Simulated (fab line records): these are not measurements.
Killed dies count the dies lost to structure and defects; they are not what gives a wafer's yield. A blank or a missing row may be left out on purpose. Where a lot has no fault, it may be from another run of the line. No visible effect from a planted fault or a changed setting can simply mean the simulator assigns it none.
Problem report in the 8D (eight disciplines) form, filled by code	flow gf180mcu	the parts of the form that need people (team, actions taken, sign-off) are left out

== 1. WHAT WENT WRONG ==
Wafers without a fault read 93.04 W, standard deviation 0.057; heater_power_total_W at GF_M1_SOFTBAKE_10 reads a mean of 91.86 W on 6 wafers belonging to 2 lots. That is -21 standard deviations from the usual mean.
The step: time 60 s.
Earliest sighting: wafer L505.1 on litho_track-01 at day 20 16:29. The record has a number at this step for 36 wafers belonging to 12 lots. The rule behind "out" and "out of limits": a value lying over 4 standard deviations away from the usual mean. Any other wafer with a number is counted as sound.

== 2. WHAT IT IS AND WHAT IT IS NOT ==
question	is	is not
which readings at this step	heater_power_total_W, plate_temp_C	chill_plate_temp_C
which lots	L505, L506	L494, L495, L496, L510, L512, L513, L514, L515, L516, L517
which wafers of those lots	all that have a number	-
read on which tools	litho_track-01	litho_track-02, litho_track-04
when	from day 20 16:29	up to then (9 sound wafers); but 21 sound wafers of L510, L512, L513, L514, L515, L516, L517 came after

== 3. THE SUSPECTS, EACH WITH WHAT RULES IT OUT ==
Counting: a tool at a process step up to the reading stays a suspect if it ran every lot that is out and no sound lot after the first of them.
- litho_track-01 at GF_M1_SOFTBAKE_10 (time 60 s): ruled out as a lasting fault. After its first lot that is out, L505 (day 20 16:29), sound lots L514, L516, L517 ran on it.
Left after counting: nothing in the record.

== 4. THE CAUSE (what the simulator had put in) ==
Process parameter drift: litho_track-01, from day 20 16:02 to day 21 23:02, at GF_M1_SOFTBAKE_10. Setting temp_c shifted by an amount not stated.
Counting ruled it out, wrongly.

== 5. SEQUENCE OF EFFECTS, ordered by route ==
Rows list readings where the struck wafers' mean (over those with a number) sits beyond 3 standard deviations from the usual. Only readings whose record carries a usual standard deviation are examined. hours: median over the lots of the time between each lot's start at the first step of this table that gives one and its start at this step. sigmas: the change, counted in usual standard deviations.
hours	step	reading	usual	on struck wafers	change	sigmas
0	GF_M1_SOFTBAKE_10	heater_power_total_W	93.04 W	91.86	-1.18	-21
0	GF_M1_SOFTBAKE_10	plate_temp_C	129.97 C	128.61	-1.36	-10
Process steps it contains:
- GF_M1_SOFTBAKE_10: time 60 s.
Later steps that measure or inspect, where all struck wafers having a row at the step show a number for every such reading and not one has moved that far: GF_M1_CD_MEAS_14.

== 6. WHAT WOULD HAVE CAUGHT IT SOONER ==
In this record no reading fell out of limits until day 20 16:29, 0 hours after the fault had begun at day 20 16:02.
